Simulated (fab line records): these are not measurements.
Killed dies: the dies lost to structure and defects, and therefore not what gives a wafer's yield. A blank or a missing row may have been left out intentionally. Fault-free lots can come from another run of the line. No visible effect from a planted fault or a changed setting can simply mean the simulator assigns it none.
8D (eight disciplines) problem report, filled in by code	flow gf180mcu	the parts of the form that need people (team, actions taken, sign-off) are left out

1. THE PROBLEM
Across 6 wafers from 2 lots, HV_LDD_3_TW at GF_HV_LDD_TW_MEAS_38 averages 1474, while fault-free wafers read 1428 with a standard deviation of 7.7. That is +6.0 standard deviations from the usual mean.
The first sign was on wafer L113.1 at day 18 09:34, on filmMetro-02. The record has a number at this step for 33 wafers belonging to 11 lots. Rule for "out", or "out of limits": more than 4 standard deviations from the usual mean. The other wafers with a number count as sound.

2. WHAT IT IS; WHAT IT IS NOT
question	is	is not
which readings at this step	HV_LDD_3_TW	-
which lots	L113, L114	L100, L102, L104, L993, L994, L995, L996, L997, L998
which wafers of those lots	all that have a number	-
read on which gauges	filmMetro-01, filmMetro-02	filmMetro-04
when	from day 18 09:34	up to then (27 sound wafers)

3. THE SUSPECTS, EACH WITH WHAT RULES IT OUT
Counting: a tool at any process step up to the reading remains a suspect when it ran all the lots that are out and ran no sound lot after the first of those.
- the gauge at GF_HV_LDD_TW_MEAS_38 has been ruled out. 2 gauges (filmMetro-01, filmMetro-02) read the wafers that are out.
- implanter-01 at GF_HV_LDD_IMPLANT_34: kept. All lots that are out passed through it, beginning with L113 at day 18 09:01, and no sound lot followed; its final sound lot before that point was L102 at day 14 06:16. Its own doseIonsCm2, faradayCurrentUA readings are out on those wafers.
The count leaves implanter-01 at GF_HV_LDD_IMPLANT_34.

4. THE CAUSE (what the simulator had put in)
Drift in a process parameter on implanter-01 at GF_HV_LDD_IMPLANT_34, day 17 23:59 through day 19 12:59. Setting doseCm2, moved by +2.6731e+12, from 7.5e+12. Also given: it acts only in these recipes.
After counting, this tool was the only one left.

5. THE EFFECT CHAIN, in route order
One row per reading whose mean, taken over the struck wafers that have a number, lies over 3 standard deviations from the usual. Only readings whose record carries a usual standard deviation are examined. hours: median over the lots of the time between each lot's start at the first step of this table that gives one and its start at this step. sigmas: the change, counted in usual standard deviations.
hours	step	reading	usual	on struck wafers	change	sigmas
0	GF_HV_LDD_IMPLANT_34	doseIonsCm2	7.5e+12	1.0e+13	+2.7e+12	+99 or more
0	GF_HV_LDD_IMPLANT_34	faradayCurrentUA	42.2	57.0	+14.8	+18
1	GF_HV_LDD_TW_MEAS_38	HV_LDD_3_TW	1428	1474	+46	+6.0
25	GF_HV_LDD_RS_MEAS_53	HV_LDD_RS	417.6 ohm/sq	411.1	-6.6	-5.5
Here are the process steps it includes:
- GF_HV_LDD_IMPLANT_34
Later steps that measure or inspect, where all struck wafers having a row at the step show a number for every such reading and not one has moved that far: GF_HV_LDD_CD_MEAS_46.

6. HOW IT WOULD HAVE BEEN CAUGHT EARLIER
10 hours passed between the start of the fault at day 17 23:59 and the first reading out of limits at a measuring or inspecting step in this record, taken at day 18 09:34.
Tool's own readings at GF_HV_LDD_IMPLANT_34, doseIonsCm2, faradayCurrentUA: out on all struck wafers the step has rows for; an alarm limit on them would have tripped on the first.
L114, from the lots that are out (2), started GF_HV_LDD_IMPLANT_34 on implanter-01 later than day 18 09:34. Had the tool been put on hold then, it would have been spared.
